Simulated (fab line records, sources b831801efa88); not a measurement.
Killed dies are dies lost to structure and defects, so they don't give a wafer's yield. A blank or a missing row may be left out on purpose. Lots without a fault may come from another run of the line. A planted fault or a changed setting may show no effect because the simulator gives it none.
One fault seen from 2 desks | flow sky130 | each desk has only its own numbers; what lay behind them comes last

THE TOOL OWNER'S DESK: rie_metal-03
The tool's own readings at SKY_METAL4_ETCH_16 (etches BARC in N2/H2, stops on SiO2, time 88.2 s, target depth 60 nm): means of the sampled wafers that have a number, for each lot that ran on this tool. A lot is out of limits, marked OUT, if its mean lies more than 4 standard deviations from the usual mean; the brackets give that distance.
Columns: A = bias_w at SKY_METAL4_ETCH_16, usual 100.02 W; B = drypump_motor_current_A at SKY_METAL4_ETCH_16, usual 5.9 A; C = oes_product_au at SKY_METAL4_ETCH_16, usual 0.625 a.u.; D = throttle_valve_pct at SKY_METAL4_ETCH_16, usual 13.204 %
lot  | first seen here | A               | B   | C     | D
L427 | day 42 04:22    | 99.98           | 5.9 | 0.628 | 13.209
L429 | day 42 17:37    | 85.55 (-58) OUT | 5.9 | 0.629 | 13.193
L433 | day 43 20:02    | 78.41 (-86) OUT | 6.1 | 0.627 | 13.210
L440 | day 46 11:50    | 100.00          | 5.9 | 0.623 | 13.203
L441 | day 46 13:53    | 99.97           | 5.8 | 0.625 | 13.200
L446 | day 47 15:37    | 100.08          | 5.9 | 0.623 | 13.199
L449 | day 48 10:05    | 100.06          | 5.8 | 0.621 | 13.206
This desk's finding: out of limits on L429, L433; first on L429, day 42 17:37 (bias_w at SKY_METAL4_ETCH_16). In limits: L427, L440, L441, L446, L449.

THE METROLOGY DESK
What the gauges read, lot by lot, whatever tool the lot ran on: means of the sampled wafers that have a number. A lot is out of limits, marked OUT, if its mean lies more than 4 standard deviations from the usual mean; the brackets give that distance.
Columns: A = CAPM_CVD_00_THK at SKY_CAPM_THK_MEAS_01, usual 15.50 nm
lot  | first seen here | A
L427 | day 36 22:49    | 15.41
L429 | day 37 09:47    | 15.62
L431 | day 38 07:53    | 15.61
L433 | day 38 14:01    | 15.56
L439 | day 40 16:06    | 15.19
L440 | day 41 15:45    | 15.68
L441 | day 41 15:59    | 15.72
L443 | day 42 19:14    | 15.53
L445 | day 42 20:10    | 15.18
L446 | day 42 23:44    | 15.59
L448 | day 43 15:56    | 15.49
L449 | day 43 20:22    | 15.59
This desk's finding: nothing out of limits on any of the 12 lots.

PUT TOGETHER
The tool owner's desk could have raised an alarm at day 42 17:37, on L429, L433.
The metrology desk saw nothing out of limits.
The metrology desk has L429, L433 on record, within its limits.
Of the lots named, all ran SKY_METAL4_ETCH_16 on rie_metal-03.

WHAT THE SIMULATOR HAD PUT IN
Process parameter drift: rie_metal-03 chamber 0, from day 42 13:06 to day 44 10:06, at SKY_METAL4_ETCH_16. Setting bias_w, moved by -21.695, from 100. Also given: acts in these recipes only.
Lots struck among those shown: L429, L433.
Hours from the fault's start to each desk's first reading out of limits: the tool owner's desk, 5.
